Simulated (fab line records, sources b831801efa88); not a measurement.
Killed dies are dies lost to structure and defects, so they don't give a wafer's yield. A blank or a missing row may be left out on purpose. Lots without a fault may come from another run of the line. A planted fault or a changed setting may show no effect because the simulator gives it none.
Chamber matching | flow gf180mcu | GF_CONTACT_CVD_02 on pecvd-03: 3 sister chambers
The step deposits SiO2 from TEOS, target thk 860 nm, time 95.992 s. 6 wafers are shown with their chamber, then 8 later ones without.

WAFERS WITH THEIR CHAMBER
wafer  | chamber | heater_power_w (W) | rf_fwd_power_W (W)
L507.2 | 2       | 612                | 596.6
L512.1 | 2       | 614                | 596.1
L514.2 | 1       | 744                | 597.9
L514.4 | 1       | 587                | 597.6
L514.5 | 0       | 558                | 591.6
L515.1 | 0       | 480                | 595.8

WAFERS WITHOUT THEIR CHAMBER
wafer  | heater_power_w (W) | rf_fwd_power_W (W)
L515.3 | 635                | 592.4
L515.4 | 511                | 594.3
L517.1 | 606                | 595.7
L517.3 | 595                | 597.7
L517.4 | 661                | 598.6
L519.2 | 643                | 595.2
L519.3 | 584                | 598.9
L519.4 | 697                | 594.2

WHICH CHAMBER EACH WENT THROUGH
wafer  | from the rows above          | in truth
L515.3 | can't be placed: 0 or 2 or 1 | 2
L515.4 | can't be placed: 0 or 2      | 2
L517.1 | can't be placed: 2 or 1 or 0 | 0
L517.3 | can't be placed: 2 or 1 or 0 | 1
L517.4 | can't be placed: 1 or 2      | 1
L519.2 | can't be placed: 2 or 1 or 0 | 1
L519.3 | can't be placed: 1 or 2 or 0 | 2
L519.4 | can't be placed: 2 or 1 or 0 | 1
Placed correctly: 0 of 8. Can't be placed from these rows: 8 (the true chamber is among the candidates in 8). Placed wrongly: 0.
How it was worked out, from the rows above alone: a wafer's distance from a chamber is the root of the sum, over the readings, of the square of ((its reading less the chamber's mean) divided by the reading's scatter). The wafer belongs to the nearest chamber; if the next one is less than 2 further off, it can't be placed. A chamber's mean is the mean of its shown wafers. The scatter: the root of (the sum of the squares of (reading less its chamber's mean) over the shown wafers, divided by (wafers less chambers)).
